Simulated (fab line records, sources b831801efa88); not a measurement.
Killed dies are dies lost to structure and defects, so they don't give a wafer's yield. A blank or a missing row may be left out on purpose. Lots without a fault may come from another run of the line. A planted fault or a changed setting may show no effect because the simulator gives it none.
One fault seen from 2 desks | flow gf180mcu | each desk has only its own numbers; what lay behind them comes last

THE TOOL OWNER'S DESK: rie_diel-04
The tool's own readings at GF_V3_ETCH_17 (etches SiO2 in C4F8/O2/Ar, stops on TiN, target depth 635 nm): means of the sampled wafers that have a number, for each lot that ran on this tool. A lot is out of limits, marked OUT, if its mean lies more than 4 standard deviations from the usual mean; the brackets give that distance.
Columns: A = oes_product_au at GF_V3_ETCH_17, usual 0.855 a.u.; B = rf_fwd_power_W at GF_V3_ETCH_17, usual 1491 W
lot  | first seen here | A     | B
L590 | day 23 01:00    | 0.852 | 1494
L601 | day 26 19:00    | 0.852 | 1493
L604 | day 27 15:00    | 0.851 | 1488
This desk's finding: nothing out of limits on any of the 3 lots.

THE METROLOGY DESK
What the gauges read, lot by lot, whatever tool the lot ran on: means of the sampled wafers that have a number. A lot is out of limits, marked OUT, if its mean lies more than 4 standard deviations from the usual mean; the brackets give that distance. Of its 9 readings 7 are shown: those that lie furthest out on some lot.
Columns: A = V3_BOW at GF_V3_BOW_MEAS_05, usual 117 um; B = V3_OVL at GF_V3_OVL_MEAS_15, usual -4 nm; C = V3_W_THK at GF_V3_THK_MEAS_25, usual 350 nm; D = M4_ALCU_RS at GF_M4_RS_MEAS_05, usual 0.0694 ohm/sq; E = M4_ALCU_THK at GF_M4_THK_MEAS_06, usual 459 nm; F = cd_nm at GF_M4_CD_MEAS_14, usual 280.0 nm; G = M4_OVL at GF_M4_OVL_MEAS_15, usual 0 nm
lot  | first seen here | A   | B  | C   | D      | E   | F     | G
L588 | day 21 05:53    | 102 | -6 | 341 | 0.0700 | 455 | 280.1 | 7
L590 | day 22 02:07    | 118 | -0 | 349 | 0.0689 | 462 | 277.5 | -0
L593 | day 23 04:27    | 115 | 5  | 353 | 0.0708 | 451 | 278.5 | -1
L601 | day 25 22:47    | 120 | -8 | 352 | 0.0693 | 458 | 280.0 | 7
L604 | day 26 20:07    | 122 | 1  | 346 | 0.0704 | 451 | 279.8 | -5
L610 | day 28 14:59    | 115 | -8 | 342 | 0.0704 | 454 | 280.1 | -5
This desk's finding: nothing out of limits on any of the 6 lots.

PUT TOGETHER
The tool owner's desk saw nothing out of limits.
The metrology desk saw nothing out of limits.

WHAT THE SIMULATOR HAD PUT IN
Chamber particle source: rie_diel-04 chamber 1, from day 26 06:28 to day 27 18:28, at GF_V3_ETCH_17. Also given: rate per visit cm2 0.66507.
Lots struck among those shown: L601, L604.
